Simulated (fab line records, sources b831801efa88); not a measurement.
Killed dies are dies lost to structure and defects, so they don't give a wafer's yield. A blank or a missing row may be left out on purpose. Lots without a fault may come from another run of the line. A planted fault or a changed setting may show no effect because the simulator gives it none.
fab line records | flow sky130 | part 2 of 2: steps 40 to 40 of 40
record lots=6 wafers=18 last_day=50
route steps=708 shown CONTACT@424 METAL1@434 VIA1@458 PAD_OPEN@708
lots that met no fault: from a run of the same line without faults
start_h: hours from the record's first day to the start of the lot's first wafer shown | wait_h: hours since the lot's step before | " the same as in the row above | L1.1+2: a row that stands for several wafers | - no value, or no start given | * or withheld: withheld | < > ~ a bound
route shown NAME@n: a module of which the file shows steps, and the number in the route of the first | usual: mean/standard deviation of fault-free wafers | same: alike in all rows | chamber/n: place in a boat | sites: the reading at each site | _std_site: their standard deviation | _edge_site: outer sites' mean less inner sites' | radius_mm: how far each site lies from the wafer's centre | mask NAME#n: copy n | behind: the tool/chamber that last shaped the wafer | hold: why the lot was held/for how many hours/how that ended | device: the transistor (n, p or np) that didn't switch | end of line: the same wafers' tests at the end of the route | a step without rows: its recipe alone | killed: dies lost to structure and defects at the first sort, not the wafer's yield | map: a wafer's dies, x killed, . not, _ none there
set.NAME: the setting as run; set.NAME@STEP: as run at that earlier step | model.NAME: the simulator's own value behind a step, which no gauge read
lots at some steps of the route; a table a step, a row a wafer
services: from which hour (start_h, from the record's first day; less than 0 if before it) a tool's chamber was out of use, for how many hours, and why
## steps
# step SKY_PAD_OPEN_PROBE_99
# usual defect_limited_yield=82.7/2 killed_at_M0_to_M3=42/6.7 killed_at_M4_up=3.3/2.1 killed_at_contacts=24/5.1 killed_at_front_end=15/4.6 killed_at_other=0.3/0.58 killed_dies=85/9.9 killed_open=46/6.9 killed_short=38/7
# same gross_dies=492 killed_at_back_side=0
# columns lot.wafer tool chamber start_h wait_h defect_limited_yield[%] killed_at_M0_to_M3 killed_at_M4_up killed_at_contacts killed_at_front_end killed_at_other killed_dies killed_open killed_short model.etest.tester.sort_n_pass model.etest.tester.sort_bin_8_pct model.etest.tester.sort_yield_pct model.etest.met1.line_ohm_um model.etest.met1.rs_ohm_sq
L114.3 prober-01 - 1104.63 0.2 82.3 40 4 25 18 0 87 45 42 405 0 82.32 0.941 0.127
L114.4 prober-01 - 1104.68 0.2 87.2 31 1 21 10 0 63 37 26 429 0 87.2 0.9725 0.1299
L114.5 prober-01 - 1104.73 0.2 80.1 45 3 29 21 0 98 50 48 394 0 80.08 0.9637 0.1292
L117.1 prober-02 - 1128.32 0.1 83.5 39 2 25 15 0 81 52 29 411 0 83.54 0.9366 0.1302
L117.4 prober-02 - 1128.47 0.2 81.7 40 4 29 17 0 90 49 41 348 10.98 70.73 2.924 0.3996
L117.5 prober-02 - 1128.52 0.2 85.0 31 4 20 19 0 74 35 38 418 0 84.96 0.9463 0.1296
L120.1 prober-01 - 1142.10 0.1 81.9 49 9 23 8 0 89 49 35 403 0 81.91 0.905 0.1284
L120.2 prober-01 - 1142.15 0.1 80.3 51 1 25 20 0 97 59 38 395 0 80.28 0.9412 0.1273
L120.3 prober-01 - 1142.20 0.2 83.3 35 2 29 15 1 82 51 31 330 16.26 67.07 2.98 0.4045
L125.3 prober-02 - 1167.07 0.2 84.6 37 5 24 8 2 76 36 40 416 0 84.55 0.9376 0.1288
L125.4 prober-02 - 1167.12 0.2 82.1 46 6 15 21 0 88 48 39 404 0 82.11 0.9359 0.1305
L125.6 prober-02 - 1167.22 0.2 79.7 46 3 24 27 0 100 54 45 392 0 79.67 0.9335 0.1287
L130.1 prober-02 - 1189.75 0.1 83.9 38 8 20 12 1 79 44 35 413 0 83.94 0.9294 0.1277
L130.3 prober-02 - 1189.85 0.2 83.5 42 2 26 11 0 81 45 36 411 0 83.54 0.9618 0.1282
L130.4 prober-02 - 1189.90 0.2 83.5 37 3 24 17 0 81 42 39 411 0 83.54 0.9703 0.1293
L129.2 prober-01 - 1192.12 0.1 82.3 52 5 16 14 0 87 40 47 405 0 82.32 0.981 0.1288
L129.3 prober-01 - 1192.17 0.2 80.1 45 5 18 30 0 98 62 34 394 0 80.08 0.9205 0.1285
L129.6 prober-01 - 1192.32 0.2 83.9 41 5 24 9 0 79 46 32 413 0 83.94 0.9976 0.1285
# killed by level:class
L114.3 LOCAL_INTERCONNECT:geometric_particle:short=8 LI_CONTACT:geometric_particle:open=7 VIA1:geometric_particle:open=7 VIA2:geometric_particle:open=7 VIA3:geometric_particle:open=7 CONTACT:geometric_particle:open=6 FIELD_ISO:geometric_particle:open=5 POLY_GATE:geometric_particle:short=5
L114.4 CONTACT:geometric_particle:open=9 LI_CONTACT:geometric_particle:open=8 METAL2:geometric_particle:short=5 POLY_GATE:geometric_particle:short=4 VIA1:geometric_particle:open=4 METAL1:geometric_particle:open=3 VIA1:geometric_particle:short=3 METAL2:geometric_particle:open=3
L114.5 CONTACT:geometric_particle:open=10 LI_CONTACT:geometric_particle:open=9 VIA1:geometric_particle:open=9 VIA2:geometric_particle:open=7 POLY_GATE:geometric_particle:short=6 VIA3:geometric_particle:open=6 FIELD_ISO:geometric_particle:open=5 CONTACT:geometric_particle:short=5
L117.1 VIA2:geometric_particle:open=12 CONTACT:geometric_particle:open=10 LI_CONTACT:geometric_particle:open=8 VIA3:geometric_particle:open=6 VIA1:geometric_particle:open=5 METAL2:geometric_particle:short=5 FIELD_ISO:geometric_particle:open=4 CONTACT:geometric_particle:short=4
L117.4 VIA1:geometric_particle:open=10 LI_CONTACT:geometric_particle:open=10 CONTACT:geometric_particle:open=9 FIELD_ISO:geometric_particle:open=5 VIA2:geometric_particle:open=5 VIA3:geometric_particle:short=5 VIA3:geometric_particle:open=5 LI_CONTACT:geometric_particle:short=4
L117.5 FIELD_ISO:geometric_particle:short=7 LI_CONTACT:geometric_particle:open=6 VIA2:geometric_particle:open=6 VIA3:geometric_particle:open=5 FIELD_ISO:geometric_particle:open=4 METAL4:geometric_particle:short=4 CONTACT:geometric_particle:open=4 METAL1:geometric_particle:short=4
L120.1 CONTACT:geometric_particle:open=12 VIA3:geometric_particle:open=12 METAL1:geometric_particle:short=8 VIA2:geometric_particle:open=7 VIA1:geometric_particle:open=6 VIA1:geometric_particle:short=5 METAL3:geometric_particle:short=5 VIA4:area_etch=5
L120.2 VIA1:geometric_particle:open=11 CONTACT:geometric_particle:open=10 LI_CONTACT:geometric_particle:open=9 VIA3:geometric_particle:open=9 FIELD_ISO:geometric_particle:short=8 VIA2:geometric_particle:open=6 FIELD_ISO:geometric_particle:open=5 METAL2:geometric_particle:short=5
L120.3 CONTACT:geometric_particle:open=10 VIA1:geometric_particle:open=9 LI_CONTACT:geometric_particle:open=8 POLY_GATE:geometric_particle:short=6 VIA2:geometric_particle:open=5 LOCAL_INTERCONNECT:geometric_particle:short=4 CONTACT:geometric_particle:short=4 METAL2:geometric_particle:open=4
L125.3 VIA3:geometric_particle:open=8 LI_CONTACT:geometric_particle:short=7 LI_CONTACT:geometric_particle:open=7 METAL1:geometric_particle:short=7 METAL2:geometric_particle:short=5 CONTACT:geometric_particle:open=5 VIA1:geometric_particle:open=4 METAL4:geometric_particle:short=4
L125.4 VIA1:geometric_particle:open=13 VIA2:geometric_particle:open=7 METAL2:geometric_particle:short=7 CONTACT:geometric_particle:open=6 POLY_GATE:geometric_particle:open=5 METAL4:geometric_particle:short=5 VIA3:geometric_particle:open=5 POLY_GATE:geometric_particle:short=4
L125.6 VIA1:geometric_particle:open=12 POLY_GATE:geometric_particle:open=9 CONTACT:geometric_particle:open=9 POLY_GATE:geometric_particle:short=7 LI_CONTACT:geometric_particle:open=7 VIA2:geometric_particle:short=6 LOCAL_INTERCONNECT:geometric_particle:short=5 VIA3:geometric_particle:short=5
L130.1 VIA1:geometric_particle:open=8 CONTACT:geometric_particle:open=8 VIA2:geometric_particle:open=8 CONTACT:geometric_particle:short=7 FIELD_ISO:geometric_particle:open=5 VIA3:geometric_particle:short=5 VIA3:geometric_particle:open=5 METAL4:geometric_particle:short=5
L130.3 CONTACT:geometric_particle:open=9 METAL2:geometric_particle:short=9 VIA1:geometric_particle:open=8 VIA3:geometric_particle:open=6 LI_CONTACT:geometric_particle:open=6 LI_CONTACT:geometric_particle:short=5 VIA2:geometric_particle:open=5 FIELD_ISO:geometric_particle:short=4
L130.4 LI_CONTACT:geometric_particle:open=10 VIA3:geometric_particle:open=10 METAL2:geometric_particle:short=8 CONTACT:geometric_particle:short=7 POLY_GATE:geometric_particle:open=5 FIELD_ISO:geometric_particle:short=4 SPACER:geometric_particle:short=4 VIA1:geometric_particle:short=4
L129.2 VIA2:geometric_particle:open=9 VIA3:geometric_particle:open=8 METAL3:geometric_particle:short=7 METAL2:geometric_particle:short=7 VIA1:geometric_particle:open=6 FIELD_ISO:geometric_particle:short=5 CONTACT:geometric_particle:open=5 METAL1:geometric_particle:short=5
L129.3 FIELD_ISO:geometric_particle:open=14 VIA3:geometric_particle:open=10 VIA1:geometric_particle:open=10 VIA2:geometric_particle:open=8 FIELD_ISO:geometric_particle:short=6 CONTACT:geometric_particle:open=6 VIA2:geometric_particle:short=5 POLY_GATE:geometric_particle:open=4
L129.6 VIA1:geometric_particle:open=15 LI_CONTACT:geometric_particle:open=8 CONTACT:geometric_particle:open=7 VIA1:geometric_particle:short=7 VIA2:geometric_particle:open=5 CONTACT:geometric_particle:short=4 METAL4:geometric_particle:short=4 METAL2:geometric_particle:short=4
## services
# columns tool chamber start_h hours kind
pvd_sputter-02 - 752.66 2.0 repair
plasma_asher-02 - 758.29 3.9 repair
cmp-01 - 758.44 4.0 pm
plasma_asher-04 - 768.70 2.8 pm
cmp-01 - 777.44 1.5 repair
rie_metal-03 1 778.45 - clean
rie_metal-03 1 778.45 20.6 scheduled_down
cmp-02 - 779.01 5.3 pm
cmp-01 - 785.11 4.8 pm
cmp-02 - 800.21 2.0 repair
cmp-01 - 802.56 2.7 repair
rie_metal-01 0 808.99 48.4 repair
pvd_sputter-03 - 817.99 0.8 repair
cmp-02 - 829.25 1.9 repair
rie_metal-03 1 835.88 4.2 repair
pvd_sputter-01 - 848.94 5.2 repair
rie_metal-01 1 863.65 7.3 repair
pvd_sputter-03 - 878.04 2.4 repair
rie_metal-01 - 882.57 28.1 pm
pvd_sputter-04 - 886.75 3.0 repair
plasma_asher-02 - 900.31 1.4 repair
plasma_asher-04 - 903.98 1.1 repair
cmp-02 - 912.19 4.0 pm
cmp-01 - 916.53 4.3 repair
## key
first_sign step=SKY_METAL1_RS_MEAS_05 reading=METAL1_ALCU_RS direction=up sigmas=99+ usual=0.1265 struck=0.3935
effect step=SKY_METAL1_THK_MEAS_06 reading=METAL1_ALCU_THK direction=down sigmas=43 usual=248 struck=84
effect step=SKY_METAL1_METAL_ETCH_19 reading=oes_product_au direction=down sigmas=27 usual=0.854 struck=0.666
effect step=SKY_VIA1_BOW_MEAS_03 reading=VIA1_BOW direction=up sigmas=2.7 usual=81 struck=98
model_effect step=SKY_METAL1_SPUTTER_02 value=AlCu_of_METAL1_SPUTTER_02.thk_nm without=247.6 struck=85.69
model_effect step=SKY_PAD_OPEN_PROBE_99 value=etest.tester.sort_n_pass without=406 struck=339
met_at SKY_METAL1_SPUTTER_02
struck_wafers L117.4,L120.3
onset_between 771.21 799.28
fault kind=process_parameter_drift tool=pvd_sputter-01 chamber=- onset_h=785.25 steps=SKY_METAL1_SPUTTER_02 channel=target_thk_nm offset=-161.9 shape=step end_h=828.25 scope=struck_wafers_only acts_in=these_recipes_only stated=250
